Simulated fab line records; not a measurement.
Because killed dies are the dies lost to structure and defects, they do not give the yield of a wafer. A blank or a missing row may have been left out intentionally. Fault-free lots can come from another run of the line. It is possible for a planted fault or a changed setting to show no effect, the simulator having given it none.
Struck lot and sound lot, side by side | flow gf180mcu | 22 out of 602 route steps
Sound: the wafers L541.2, L541.3, L541.5. The struck wafers were L558.2, L558.5, L558.6. The cause is named last.
Each step with rows lists, per side, the tool, then ch with its chambers, then its first start. Under that, the readings that differ: sound wafers | struck wafers | difference of the means | sigmas: that difference in standard deviations of wafers without a fault.
alike: same words and numbers on both sides, and readings whose means sit less than 2 such deviations apart. not compared: any withheld reading, any reading some wafer has no value for, any bound like >300 that may hide the same value, and any number with overlapping values for which the record gives no deviation.
The two part at a step that has a row with sigmas, a row that says differs or no value, or rows on one side only. When numbers do not overlap yet have no deviation, they are printed without sigmas and do not part them. Lack of a reading on every wafer of one side parts them only where that side has two or more wafers.

first, 6 steps without rows for these wafers: GF_VT_IMPLANT_HMDS_23 (prime time 60 s); GF_VT_IMPLANT_COAT_24 (resist thk 1000 nm); GF_VT_IMPLANT_SOFTBAKE_25 (time 60 s); GF_VT_IMPLANT_EXPOSE_26 (exposes mask LVPWELL HV AREA, target cd 860 nm); GF_VT_IMPLANT_PEB_27; GF_VT_IMPLANT_DEVELOP_28 (develop time 60 s).
GF_VT_IMPLANT_OVL_MEAS_29:
  sound on overlay-01 at day 6 22:47; struck on overlay-01 at day 11 12:08
  alike: VT_IMPLANT_02_OVL
after that, 1 step had no rows for these wafers: GF_VT_IMPLANT_IMPLANT_30.
GF_VT_IMPLANT_STRIP_31: strips in O2/N2.
  sound on plasmaAsher-04 ch 0,1, day 6 22:58; struck on plasmaAsher-02 ch 0,1, day 11 12:19
  alike: drypumpMotorCurrentA, heaterPowerW, oesProductAu, stripTimeToEndpointS
  not compared: rfHoursCounterH
GF_VT_IMPLANT_TW_MEAS_32:
  sound on filmMetro-02 at day 6 23:04; struck on filmMetro-02 at day 11 12:25
  alike: VT_IMPLANT_3_TW
then, 2 steps without rows for these wafers: GF_VT_IMPLANT_DEHYDRATE_33 (time 60 s); GF_VT_IMPLANT_HMDS_34 (prime time 60 s).
GF_VT_IMPLANT_COAT_35: resist thk 1000 nm.
  sound on lithoTrack-03 ch 0, day 7 06:06; struck on lithoTrack-03 ch 0, day 11 21:18
reading                                        | sound                | struck               | difference | sigmas
spinSpeedRpm (rpm)                             | 2996.8 2999.9 2998.8 | 3087.4 3091.4 3085.7 | +89.7      | +34
model.NOVOLAK_of_VT_IMPLANT_COAT_35.thkNm (nm) | 997.4 992.4 995      | 986.7 985.9 988      | -8.1       | 
then, 3 steps without rows for these wafers: GF_VT_IMPLANT_SOFTBAKE_36 (time 60 s); GF_VT_IMPLANT_EXPOSE_37 (exposes mask Nwell HV AREA, target cd 860 nm); GF_VT_IMPLANT_PEB_38.
GF_VT_IMPLANT_DEVELOP_39: develop time 60 s.
  sound on lithoTrack-04 ch 0, day 7 14:52; struck on lithoTrack-01 ch 0, day 12 07:18
reading                                        | sound         | struck            | difference | sigmas
model.NOVOLAK_of_VT_IMPLANT_COAT_35.thkNm (nm) | 997 992 994.6 | 986.3 985.5 987.6 | -8.1       | 
GF_VT_IMPLANT_OVL_MEAS_40:
  sound on overlay-01 at day 7 14:59; struck on overlay-02 at day 12 07:26
  alike: VT_IMPLANT_03_OVL
after that, 1 step had no rows for these wafers: GF_VT_IMPLANT_IMPLANT_41.
GF_VT_IMPLANT_STRIP_42: strips in O2/N2.
  sound on plasmaAsher-01 ch 0,1, day 7 15:10; struck on plasmaAsher-02 ch 0,1, day 12 07:37
reading                  | sound             | struck            | difference | sigmas
stripTimeToEndpointS (s) | 12.59 12.55 12.58 | 12.48 12.45 12.49 | -0.10      | -3
  alike: drypumpMotorCurrentA, heaterPowerW, oesProductAu
  not compared: rfHoursCounterH
GF_VT_IMPLANT_TW_MEAS_43:
  sound on filmMetro-02 at day 7 15:17; struck on filmMetro-01 at day 12 07:43
  alike: VT_IMPLANT_4_TW
-- record jumps: 21 days separate the struck wafers' starts on either side; left off in module VT_IMPLANT, taken up again in module PASSIVATION, whose first shown step is the route's number 602 --
GF_PASSIVATION_PROBE_99:
  the record has rows for the struck wafers here (prober-02, day 33 17:55) and none for the sound ones

== WHERE THEY PART ==
First at GF_VT_IMPLANT_COAT_35; last, within this record, at GF_PASSIVATION_PROBE_99.

WHY: the cause the simulator had injected
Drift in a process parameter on lithoTrack-03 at GF_VT_IMPLANT_COAT_35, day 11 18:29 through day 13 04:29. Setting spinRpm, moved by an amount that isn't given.
